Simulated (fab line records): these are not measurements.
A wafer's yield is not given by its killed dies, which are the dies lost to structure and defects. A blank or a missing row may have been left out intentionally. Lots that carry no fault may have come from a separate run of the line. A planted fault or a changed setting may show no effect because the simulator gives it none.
The tool behind it: which one? | flow sky130 | Sampling: 11 lots, 32 wafers, 5 of 708 route steps

## WHAT EACH GAUGE READ, for each wafer
SKY_VIA4_THK_MEAS_01. Usual: VIA4_HDPCVD_THK gives 1746 nm (standard deviation 18).
lot  | measured     | on            | VIA4_HDPCVD_THK (nm) | flag
L938 | day 41 22:36 | film metro-01 | 1754 1759 1758       |
L940 | day 43 08:25 | film metro-01 | 1705 1717 1757       |
L943 | day 43 13:26 | film metro-01 | 541 1749 1709        | OFF
L944 | day 43 19:26 | film metro-03 | 561 551              | OFF
L949 | day 45 10:11 | film metro-04 | 1763 1723 1740       |
L951 | day 45 14:48 | film metro-01 | 1762 1769 1718       |
L956 | day 47 02:24 | film metro-01 | 1734 1748 1745       |
L958 | day 47 08:16 | film metro-03 | 1709 1733 1739       |
L957 | day 47 09:25 | film metro-04 | 1741 1760 1745       |
L959 | day 47 12:17 | film metro-04 | 1759 1710 1711       |
L960 | day 47 14:43 | film metro-03 | 1751 1761 1749       |

## TOOL THAT RAN EACH LOT (tool first, then ch and the chambers of the sampled wafers, then the start)
lot  | SKY_VIA3_STRIP_16                    | SKY_METAL4_SPUTTER_03        | SKY_CAP2M_SPUTTER_02         | SKY_VIA4_HDPCVD_00
L938 | plasma asher-04 ch 0,1, day 39 19:33 | pvd sputter-04, day 39 20:55 | pvd sputter-01, day 39 21:04 | hdpcvd-01 ch 0,1, day 41 22:25
L940 | plasma asher-04 ch 0,1, day 41 06:25 | pvd sputter-01, day 41 07:48 | pvd sputter-04, day 41 07:57 | hdpcvd-01 ch 0,1, day 43 08:14
L943 | plasma asher-03 ch 0,1, day 41 12:03 | pvd sputter-01, day 41 13:33 | pvd sputter-02, day 41 13:42 | hdpcvd-01 ch 0,1,2, day 43 13:16
L944 | plasma asher-02 ch 1, day 41 17:22   | pvd sputter-01, day 41 18:46 | pvd sputter-01, day 41 18:55 | hdpcvd-01 ch 0, day 43 19:15
L949 | plasma asher-02 ch 0,1, day 43 11:45 | pvd sputter-04, day 43 13:04 | pvd sputter-02, day 43 13:13 | hdpcvd-02 ch 0,1,2, day 45 10:04
L951 | plasma asher-02 ch 0,1, day 43 16:24 | pvd sputter-01, day 43 17:43 | pvd sputter-04, day 43 17:52 | hdpcvd-02 ch 0,1,2, day 45 14:41
L956 | plasma asher-03 ch 0,1, day 45 04:57 | pvd sputter-01, day 45 06:20 | pvd sputter-04, day 45 06:29 | hdpcvd-01 ch 0,1, day 47 02:13
L958 | plasma asher-02 ch 0,1, day 45 10:36 | pvd sputter-01, day 45 12:02 | pvd sputter-02, day 45 12:11 | hdpcvd-01 ch 0,2, day 47 08:05
L957 | plasma asher-02 ch 0,1, day 45 11:56 | pvd sputter-04, day 45 13:14 | pvd sputter-02, day 45 13:23 | hdpcvd-01 ch 0,1,2, day 47 09:13
L959 | plasma asher-02 ch 0,1, day 45 14:28 | pvd sputter-01, day 45 15:49 | pvd sputter-02, day 45 15:58 | hdpcvd-02 ch 0,2, day 47 12:06
L960 | plasma asher-02 ch 0,1, day 45 18:40 | pvd sputter-04, day 45 20:01 | pvd sputter-01, day 45 20:10 | hdpcvd-02 ch 1,2, day 47 14:32
- SKY_VIA3_STRIP_16: strips in O2/N2.
- SKY_METAL4_SPUTTER_03: material Ti, target thk 5 nm, time 3.3 s.
- SKY_CAP2M_SPUTTER_02: material TiN, target thk 200 nm, time 166.7 s.
- SKY_VIA4_HDPCVD_00: deposits SiO2, target thk 1750 nm, time 291.7 s.

## WHAT THE TOOLS THEMSELVES READ (means of the sampled wafers that have a number; where no wafer has one, the mark that the record gives instead)
SKY_VIA3_STRIP_16. Usual: drypump motor current A 5.7 A, standard deviation 0.54; oes product au 0.403 a.u., standard deviation 0.0048; strip time to endpoint s 4.147 s, standard deviation 0.019.
lot  | tool            | drypump motor current A (A) | oes product au (a.u.) | strip time to endpoint s (s) | flag
L938 | plasma asher-04 | 5.8                         | 0.404                 | 4.155                        |
L940 | plasma asher-04 | 5.8                         | 0.403                 | 4.156                        |
L943 | plasma asher-03 | 5.6                         | 0.401                 | 4.151                        |
L944 | plasma asher-02 | 5.1                         | 0.401                 | 4.142                        |
L949 | plasma asher-02 | 5.7                         | 0.402                 | 4.130                        |
L951 | plasma asher-02 | 5.8                         | 0.407                 | 4.153                        |
L956 | plasma asher-03 | 6.1                         | 0.397                 | 4.135                        |
L958 | plasma asher-02 | 5.4                         | 0.395                 | 4.161                        |
L957 | plasma asher-02 | 5.8                         | 0.402                 | 4.165                        |
L959 | plasma asher-02 | 5.4                         | 0.400                 | 4.154                        |
L960 | plasma asher-02 | 5.4                         | 0.404                 | 4.136                        |

SKY_METAL4_SPUTTER_03. Usual: chamber pressure pa 0.3999 Pa, standard deviation 0.00073; throttle valve pct 30.3 %, standard deviation 1.
lot  | tool           | chamber pressure pa (Pa) | throttle valve pct (%) | flag
L938 | pvd sputter-04 | 0.3993                   | 30.8                   |
L940 | pvd sputter-01 | 0.4000                   | 30.4                   |
L943 | pvd sputter-01 | 0.3994                   | 30.4                   |
L944 | pvd sputter-01 | 0.3999                   | 30.2                   |
L949 | pvd sputter-04 | 0.3997                   | 30.8                   |
L951 | pvd sputter-01 | 0.4001                   | 30.7                   |
L956 | pvd sputter-01 | 0.3998                   | 30.4                   |
L958 | pvd sputter-01 | 0.3997                   | 30.1                   |
L957 | pvd sputter-04 | 0.3995                   | 30.9                   |
L959 | pvd sputter-01 | 0.4003                   | 30.7                   |
L960 | pvd sputter-04 | 0.3993                   | 31.7                   |

SKY_CAP2M_SPUTTER_02. Usual: chamber pressure pa 0.4000 Pa, standard deviation 0.0008; susceptor temp C 299.98 C, standard deviation 0.19; throttle valve pct 30.0 %, standard deviation 1.1.
lot  | tool           | chamber pressure pa (Pa) | susceptor temp C (C) | throttle valve pct (%) | flag
L938 | pvd sputter-01 | 0.4002                   | 300.12               | 30.1                   |
L940 | pvd sputter-04 | 0.4002                   | 300.02               | 30.8                   |
L943 | pvd sputter-02 | 0.3996                   | 300.08               | 29.2                   |
L944 | pvd sputter-01 | 0.3996                   | 299.99               | 30.2                   |
L949 | pvd sputter-02 | 0.4005                   | 299.97               | 29.9                   |
L951 | pvd sputter-04 | 0.4005                   | 299.95               | 29.5                   |
L956 | pvd sputter-04 | 0.4002                   | 299.87               | 31.7                   |
L958 | pvd sputter-02 | 0.4001                   | 299.70               | 28.9                   |
L957 | pvd sputter-02 | 0.4001                   | 300.08               | 29.6                   |
L959 | pvd sputter-02 | 0.3992                   | 300.11               | 29.4                   |
L960 | pvd sputter-01 | 0.3997                   | 299.98               | 30.0                   |

SKY_VIA4_HDPCVD_00. Usual: susceptor temp C 400.04 C, standard deviation 0.22.
lot  | tool      | susceptor temp C (C) | flag
L938 | hdpcvd-01 | 399.85               |
L940 | hdpcvd-01 | 399.87               |
L943 | hdpcvd-01 | 400.12               |
L944 | hdpcvd-01 | 400.08               |
L949 | hdpcvd-02 | 399.95               |
L951 | hdpcvd-02 | 400.16               |
L956 | hdpcvd-01 | 400.40               |
L958 | hdpcvd-01 | 400.24               |
L957 | hdpcvd-01 | 400.02               |
L959 | hdpcvd-02 | 400.06               |
L960 | hdpcvd-02 | 399.98               |

## THE ANSWER, worked out from the rows above alone
Rule: lot off if the mean of its wafers having a number is beyond 3 standard deviations from the usual mean. Also off: a lot with no number at a reading for which 4 or more lots have one. Where the step has rows for the other lots, those lots are counted as sound. The gauges are gone through in route order, then the tools' own readings, and for those a lot's mean is taken as printed above. The first step at which some lot is off is used, and at that step the reading that is off furthest; a lot without a number counts as furthest.
Off: L943, L944, seen at SKY_VIA4_THK_MEAS_01 (VIA4_HDPCVD_THK).
A tool fits if, at a process step before that reading, it ran every lot that is off, and no sound lot after the first of them. Gauges at SKY_VIA4_THK_MEAS_01: tried the same way as those tools. Of those tried, none fits.

## WHAT THE SIMULATOR PUT IN
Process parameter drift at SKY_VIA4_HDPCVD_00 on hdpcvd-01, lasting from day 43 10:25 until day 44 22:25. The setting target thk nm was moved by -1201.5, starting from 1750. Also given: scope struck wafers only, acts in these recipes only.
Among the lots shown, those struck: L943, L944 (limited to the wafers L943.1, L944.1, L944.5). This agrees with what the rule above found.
